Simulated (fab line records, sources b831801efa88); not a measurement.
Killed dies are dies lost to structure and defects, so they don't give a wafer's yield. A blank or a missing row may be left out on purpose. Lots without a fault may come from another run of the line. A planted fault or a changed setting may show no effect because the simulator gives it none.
fab line records | flow gf180mcu | part 2 of 2: steps 26 to 36 of 36
record lots=5 wafers=15 last_day=33
route steps=602 shown V3@440 M4@456
lots that met no fault: from a run of the same line without faults
start_h: hours from the record's first day to the start of the lot's first wafer shown | wait_h: hours since the lot's step before | " the same as in the row above | L1.1+2: a row that stands for several wafers | - no value, or no start given | * or withheld: withheld | < > ~ a bound
route shown NAME@n: a module of which the file shows steps, and the number in the route of the first | usual: mean/standard deviation of fault-free wafers | same: alike in all rows | chamber/n: place in a boat | sites: the reading at each site | _std_site: their standard deviation | _edge_site: outer sites' mean less inner sites' | radius_mm: how far each site lies from the wafer's centre | mask NAME#n: copy n | behind: the tool/chamber that last shaped the wafer | hold: why the lot was held/for how many hours/how that ended | device: the transistor (n, p or np) that didn't switch | end of line: the same wafers' tests at the end of the route | a step without rows: its recipe alone | killed: dies lost to structure and defects at the first sort, not the wafer's yield | map: a wafer's dies, x killed, . not, _ none there
set.NAME: the setting as run; set.NAME@STEP: as run at that earlier step | model.NAME: the simulator's own value behind a step, which no gauge read
lots at some steps of the route; a table a step, a row a wafer
services: from which hour (start_h, from the record's first day; less than 0 if before it) a tool's chamber was out of use, for how many hours, and why
## steps
# step GF_M4_COAT_09
# recipe resist=KrF spin_rpm=withheld resist_thk_nm=1000
# usual dispense_pressure_kPa=49.98/0.21
# columns lot.wafer tool chamber start_h wait_h dispense_pressure_kPa
L076.1 litho_track-04 0 542.21 0.1 50.04
L076.4 " 0 " " 50.02
L076.5 " 0 " " 50.04
L087.1 litho_track-03 0 636.06 0.1 49.63
L087.2 " 0 " " 49.62
L087.5 " 0 " " 49.67
L088.2 litho_track-04 0 640.88 0.1 50.02
L088.5 " 0 " " 50.01
L088.6 " 0 " " 50.05
L092.2 litho_track-04 0 668.38 0.1 50.06
L092.3 " 0 " " 50.05
L092.5 " 0 " " 49.99
L093.2 litho_track-03 0 674.68 0.1 49.64
L093.3 " 0 " " 49.64
L093.5 " 0 " " 49.64
# step GF_M4_SOFTBAKE_10
# recipe temp_c=130 time_s=60 resist=KrF
# columns lot.wafer tool chamber start_h wait_h
L076.1+4+5 litho_track-04 0 542.36 0.1
L087.1+2+5 litho_track-03 0 636.21 0.1
L088.2+5+6 litho_track-04 0 641.03 0.1
L092.2+3+5 litho_track-04 0 668.53 0.1
L093.2+3+5 litho_track-03 0 674.83 0.1
# step GF_M4_EXPOSE_11
# recipe mask_id=Metal4 target_cd_nm=280 na=0.68 source_shape=conventional sigma_outer=0.6 dose_mj=28
# columns lot.wafer tool chamber start_h wait_h mask
L076.1+4+5 krf_scanner-01 0 - - Metal4#0
L087.1+2+5 krf_scanner-02 0 - - Metal4#0
L088.2+5+6 krf_scanner-02 0 - - Metal4#0
L092.2+3+5 krf_scanner-01 0 - - Metal4#0
L093.2+3+5 krf_scanner-02 0 - - Metal4#0
# step GF_M4_PEB_12
# recipe peb_temp_c=135 peb_time_s=90 resist=KrF
# columns lot.wafer tool chamber start_h wait_h
L076.1+4+5 litho_track-02 0 - -
L087.1+2+5 litho_track-04 0 - -
L088.2+5+6 litho_track-04 0 - -
L092.2+3+5 litho_track-04 0 - -
L093.2+3+5 litho_track-02 0 - -
# step GF_M4_DEVELOP_13
# recipe develop_time_s=60 dev_temp_c=21
# columns lot.wafer tool chamber start_h wait_h
L076.1+4+5 litho_track-02 0 553.12 0.2
L087.1+2+5 litho_track-04 0 646.25 0.2
L088.2+5+6 litho_track-04 0 650.53 0.2
L092.2+3+5 litho_track-04 0 678.43 0.2
L093.2+3+5 litho_track-02 0 683.99 0.2
# step GF_M4_CD_MEAS_14
# recipe target_cd_nm=280
# usual cd_nm=279.7/1.1
# columns lot.wafer tool chamber start_h wait_h cd_nm
L076.1 cd_sem-02 - 553.27 0.1 279.2
L076.4 " - " " 279.3
L076.5 " - " " 279.5
L087.1 cd_sem-02 - 646.40 0.1 279.9
L087.2 " - " " 279.8
L087.5 " - " " 277.9
L088.2 cd_sem-02 - 650.67 0.1 279.5
L088.5 " - " " 277.2
L088.6 " - " " 278.4
L092.2 cd_sem-01 - 678.57 0.1 279.3
L092.3 " - " " 277.6
L092.5 " - " " 279.3
L093.2 cd_sem-01 - 684.16 0.1 280.2
L093.3 " - " " 280.0
L093.5 " - " " 280.6
# step GF_M4_OVL_MEAS_15
# usual M4_OVL=-5/5.9
# columns lot.wafer tool chamber start_h wait_h M4_OVL[nm]
L076.1 overlay-01 - 553.39 0.1 -11
L076.4 " - " " -1
L076.5 " - " " -12
L087.1 overlay-02 - 646.52 0.1 -10
L087.2 " - " " -15
L087.5 " - " " -13
L088.2 overlay-02 - 650.78 0.1 -4
L088.5 " - " " -11
L088.6 " - " " -4
L092.2 overlay-01 - 678.68 0.1 1
L092.3 " - " " -5
L092.5 " - " " 0
L093.2 overlay-01 - 684.27 0.1 -2
L093.3 " - " " -9
L093.5 " - " " -6
# step GF_M4_METAL_ETCH_16
# recipe chemistry=Cl2/BCl3 mask_material=KrF target_depth_nm=750.8 stop_on=SiO2 pressure_mtorr=8 icp_w=800 bias_w=140 Cl2_flow_sccm=80 bcl3_flow_sccm=40 time_s=125.1
# usual drypump_motor_current_A=5.7/0.37 mfc_cl2_sccm=79.98/0.23 oes_product_au=0.990/0.0076 rf_fwd_power_W=797.1/2.6 throttle_valve_pct=28.229/0.011
# columns lot.wafer tool chamber start_h wait_h drypump_motor_current_A mfc_cl2_sccm oes_product_au rf_fwd_power_W rf_hours_counter_h throttle_valve_pct
L076.1 rie_metal-01 1 553.42 0.0 5.8 79.73 0.984 793.0 1 28.218
L076.4 " 1 " " 5.8 80.08 0.983 798.0 - 28.236
L076.5 " 1 " " 5.8 79.80 0.988 794.8 - 28.243
L087.1 rie_metal-03 0 646.56 0.0 5.7 80.02 0.996 795.8 7 28.215
L087.2 " 0 " " 5.7 79.87 0.987 794.0 - 28.209
L087.5 " 0 " " 5.7 79.94 0.995 795.3 - 28.217
L088.2 rie_metal-02 1 650.81 0.0 6.0 80.08 1.003 803.0 9 28.221
L088.5 " 0 " " 5.0 79.89 0.982 795.1 - 28.242
L088.6 " 1 " " 6.0 79.81 0.997 799.4 - 28.219
L092.2 rie_metal-01 1 678.71 0.0 5.7 79.92 0.973 796.3 6 28.240
L092.3 " 0 " " 5.6 80.07 0.995 797.7 - 28.234
L092.5 " 1 " " 5.7 80.26 0.984 799.6 - 28.237
L093.2 rie_metal-01 0 684.30 0.0 5.7 79.65 0.986 796.7 12 28.216
L093.3 " 0 " " 5.7 79.77 0.997 796.0 - 28.219
L093.5 " 0 " " 5.7 79.85 0.999 801.8 - 28.228
# step GF_M4_STRIP_17
# recipe chemistry=O2/N2 power_w=1400 pressure_mtorr=1500 platen_temp_c=250 o2_flow_sccm=3000 n2_flow_sccm=300 overash_fraction=0.5
# usual drypump_motor_current_A=5.7/0.52 heater_power_w=349/62 o2_flow_sccm=3000/8 oes_product_au=0.537/0.0052 strip_time_to_endpoint_s=7.37/0.063
# columns lot.wafer tool chamber start_h wait_h drypump_motor_current_A heater_power_w o2_flow_sccm oes_product_au rf_hours_counter_h strip_time_to_endpoint_s
L076.1 plasma_asher-03 1 553.55 0.1 6.0 287 3007 0.540 83 7.42
L076.4 " 1 " " 6.0 280 2996 0.527 - 7.42
L076.5 " 1 " " 6.0 282 2997 0.540 - 7.44
L087.1 plasma_asher-02 0 646.82 0.2 4.8 461 2989 0.541 23 7.36
L087.2 " 1 " " 6.1 331 2994 0.534 23 7.37
L087.5 " 0 " " 4.8 455 2996 0.534 - 7.31
L088.2 plasma_asher-03 0 650.94 0.1 6.1 352 2992 0.536 93 7.32
L088.5 " 0 " " 6.1 340 3009 0.533 - 7.40
L088.6 " 1 " " 6.0 273 3002 0.537 - 7.30
L092.2 plasma_asher-02 0 678.84 0.1 4.8 463 3005 0.544 26 7.46
L092.3 " 0 " " 4.8 448 3017 0.535 - 7.32
L092.5 " 1 " " 6.1 331 3008 0.538 - 7.44
L093.2 plasma_asher-02 1 684.43 0.1 6.1 326 3016 0.544 26 7.39
L093.3 " 0 " " 4.8 454 2992 0.534 - 7.34
L093.5 " 0 " " 4.8 455 2995 0.534 - 7.34
# step GF_M4_STRIP_18
# recipe chemistry=post_etch_residue_remover time_s=1200 temp_c=72.5
# columns lot.wafer tool chamber start_h wait_h
L076.1+4+5 wet_bench-01 2 553.65 0.1
L087.1+2+5 wet_bench-04 3 646.92 0.1
L088.2+5+6 wet_bench-04 0 651.04 0.1
L092.2+3+5 wet_bench-01 3 678.94 0.1
L093.2+3+5 wet_bench-01 2 684.53 0.1
# step GF_M4_CLEAN_19
# recipe chemistry=DIW dry=n2_spin
# columns lot.wafer tool chamber start_h wait_h
L076.1+4+5 wet_bench-03 2 554.03 0.0
L087.1+2+5 wet_bench-01 1 647.26 0.0
L088.2+5+6 wet_bench-01 2 651.38 0.0
L092.2+3+5 wet_bench-03 3 679.31 0.0
L093.2+3+5 wet_bench-03 0 684.90 0.0
## services
# columns tool chamber start_h hours kind
krf_scanner-01 - 504.83 0.9 repair
plasma_asher-02 - 505.55 3.2 repair
plasma_asher-03 - 506.09 1.3 repair
krf_scanner-02 - 506.18 11.6 pm
pvd_sputter-02 - 510.18 2.1 repair
cmp-02 - 513.60 0.6 repair
krf_scanner-01 - 517.73 4.4 pm
krf_scanner-02 - 525.43 1.0 pm
cmp-02 - 533.78 4.8 pm
krf_scanner-01 - 537.39 1.3 pm
krf_scanner-02 - 538.76 0.8 pm
pvd_sputter-03 - 544.52 1.6 repair
krf_scanner-02 - 569.04 0.4 repair
krf_scanner-01 - 569.71 0.8 pm
cmp-02 - 572.33 4.0 pm
krf_scanner-02 - 601.63 1.3 pm
wet_bench-04 - 627.83 0.8 repair
wet_bench-01 - 644.71 1.9 pm
pvd_sputter-01 - 652.92 4.3 repair
rie_diel-01 0 653.02 13.9 repair
pvd_sputter-02 - 663.93 3.9 repair
krf_scanner-02 - 669.27 0.3 repair
krf_scanner-02 - 670.86 0.3 repair
pvd_sputter-04 - 672.52 6.8 repair
